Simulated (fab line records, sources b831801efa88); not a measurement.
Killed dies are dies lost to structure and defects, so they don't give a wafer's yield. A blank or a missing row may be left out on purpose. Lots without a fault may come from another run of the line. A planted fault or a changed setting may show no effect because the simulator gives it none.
Which tool did it? | flow sky130 | 10 lots, 30 wafers sampled, at 3 steps of a route of 708

WHAT THE GAUGES READ, wafer by wafer
SKY_VIA1_RS_MEAS_22: measures by four-point-probe.
lot  | measured     | on            | VIA1_W_RS (ohm/sq)
L949 | day 33 22:44 | film_metro-01 | 0.418 0.428 0.429
L952 | day 34 17:55 | film_metro-02 | 0.431 0.428 0.428
L954 | day 35 17:32 | film_metro-01 | 0.423 0.415 0.414
L956 | day 36 13:27 | film_metro-02 | 0.421 0.444 0.424
L959 | day 37 04:54 | film_metro-01 | 0.435 0.432 0.424
L961 | day 37 17:50 | film_metro-01 | 1.170 0.427 1.183
L963 | day 38 10:01 | film_metro-04 | 1.192 0.426 1.212
L966 | day 39 12:52 | film_metro-02 | 0.437 0.422 0.435
L971 | day 40 21:56 | film_metro-04 | 0.416 0.436 0.417
L972 | day 41 14:02 | film_metro-01 | 0.431 0.423 0.431

WHICH TOOL RAN EACH LOT (tool, then ch and the chambers of the sampled wafers, then the start)
lot  | SKY_VIA1_ETCH_14                   | SKY_VIA1_CVD_21
L949 | rie_diel-03 ch 2,3, day 33 21:45   | cvd_w-01 ch 0,1, day 33 22:29
L952 | rie_diel-03 ch 0,2,3, day 34 17:04 | cvd_w-02 ch 0, day 34 17:48
L954 | rie_diel-01 ch 0,2,3, day 35 16:41 | cvd_w-01 ch 0,1, day 35 17:26
L956 | rie_diel-03 ch 0,3, day 36 12:08   | cvd_w-01 ch 0,1, day 36 13:21
L959 | rie_diel-01 ch 0,1,3, day 37 03:31 | cvd_w-01 ch 0,1, day 37 04:48
L961 | rie_diel-01 ch 0,1,3, day 37 16:58 | cvd_w-01 ch 0,1, day 37 17:44
L963 | rie_diel-03 ch 0,1,3, day 38 08:47 | cvd_w-01 ch 0,1, day 38 09:55
L966 | rie_diel-04 ch 0,2,3, day 39 11:59 | cvd_w-02 ch 0,1, day 39 12:47
L971 | rie_diel-03 ch 0,1, day 40 21:03   | cvd_w-02 ch 0,1, day 40 21:51
L972 | rie_diel-03 ch 0,1,2, day 41 13:11 | cvd_w-01 ch 0,1, day 41 13:56
- SKY_VIA1_ETCH_14: etches BARC in N2/H2, stops on SiO2, time 45.9 s, target depth 60 nm.
- SKY_VIA1_CVD_21: deposits W, target thk 270 nm, time 80.902 s.

THE ANSWER, worked out from the rows above alone
Rule: what is usual is taken from the lots themselves. Put in order of their means at a reading, lots are off if they are a third of the lots or fewer, leave a main group of 4 or more, and stand apart from it by a gap of 3 or more times the standard deviation of the main group's means; of several such gaps the widest counts. A main group whose means are all the same, to the digits that the tables above print for the reading, isn't used. A lot without any number at a reading at which 4 lots or more have one is off too. The other lots that the step has rows for count as sound.
Off: L961, L963, at SKY_VIA1_RS_MEAS_22 (VIA1_W_RS). The main group: mean 0.427 ohm/sq, standard deviation 0.0044.
A tool fits if, at a process step before that reading, it ran every lot that is off, and no sound lot after the first of them. The gauges at SKY_VIA1_RS_MEAS_22 are tried like those tools. None of those tried fits.

WHAT THE SIMULATOR HAD PUT IN
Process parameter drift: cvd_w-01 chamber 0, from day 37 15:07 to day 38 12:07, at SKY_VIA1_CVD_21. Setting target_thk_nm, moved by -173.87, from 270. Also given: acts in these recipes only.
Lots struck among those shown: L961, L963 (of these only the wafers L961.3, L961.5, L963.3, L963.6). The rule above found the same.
